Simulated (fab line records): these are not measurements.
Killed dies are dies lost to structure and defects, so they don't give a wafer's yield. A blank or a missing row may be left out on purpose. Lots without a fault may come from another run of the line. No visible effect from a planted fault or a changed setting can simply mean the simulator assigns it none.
Matching of chambers	flow gf180mcu	GF_V3_CMP_04 on cmp-01: 4 sister chambers
The step polishes SiO2. 8 wafers are shown with their chamber, then 9 later ones without.

## WAFERS WITH THEIR CHAMBER
wafer	chamber	motorCurrentA (A)	headPressurePsi (psi)
L575.3	2	11.9	3.992
L581.6	1	11.3	4.006
L585.1	2	10.9	3.995
L587.5	0	10.5	4.004
L587.6	1	11.5	4.004
L588.2	3	12.8	3.988
L588.3	0	10.1	4.004
L588.6	3	12.3	3.993

## WAFERS WITH NO CHAMBER GIVEN
wafer	motorCurrentA (A)	headPressurePsi (psi)
L589.3	12.4	3.994
L589.4	11.4	3.997
L589.6	12.5	3.992
L592.3	10.3	4.007
L592.4	11.9	4.008
L592.6	11.6	3.996
L594.2	11.6	4.008
L594.3	12.1	3.989
L594.5	10.5	3.998

## WHICH CHAMBER EACH WENT THROUGH
wafer	from the rows above	in truth
L589.3	can't be placed: 3 or 2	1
L589.4	2	2
L589.6	can't be placed: 3 or 2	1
L592.3	can't be placed: 0 or 1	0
L592.4	1	1
L592.6	2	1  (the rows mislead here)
L594.2	1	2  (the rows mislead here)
L594.3	can't be placed: 3 or 2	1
L594.5	can't be placed: 0 or 2 or 1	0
Placed correctly: 2 of 9. From these rows, 5 cannot be placed; in 2 the true chamber is one of the candidates. Number placed wrongly: 2.
How it was worked out, from the rows above alone: a wafer's distance from a chamber is the root of the sum, over the readings, of the square of ((its reading less the chamber's mean) divided by the reading's scatter). The wafer belongs to the nearest chamber; if the next one is less than 2 further off, it can't be placed. Each chamber's mean is taken over the wafers shown for it. How the scatter is found: for the shown wafers, subtract from each reading the mean of its chamber, square and add these, divide the total by (wafers less chambers), then take the root.
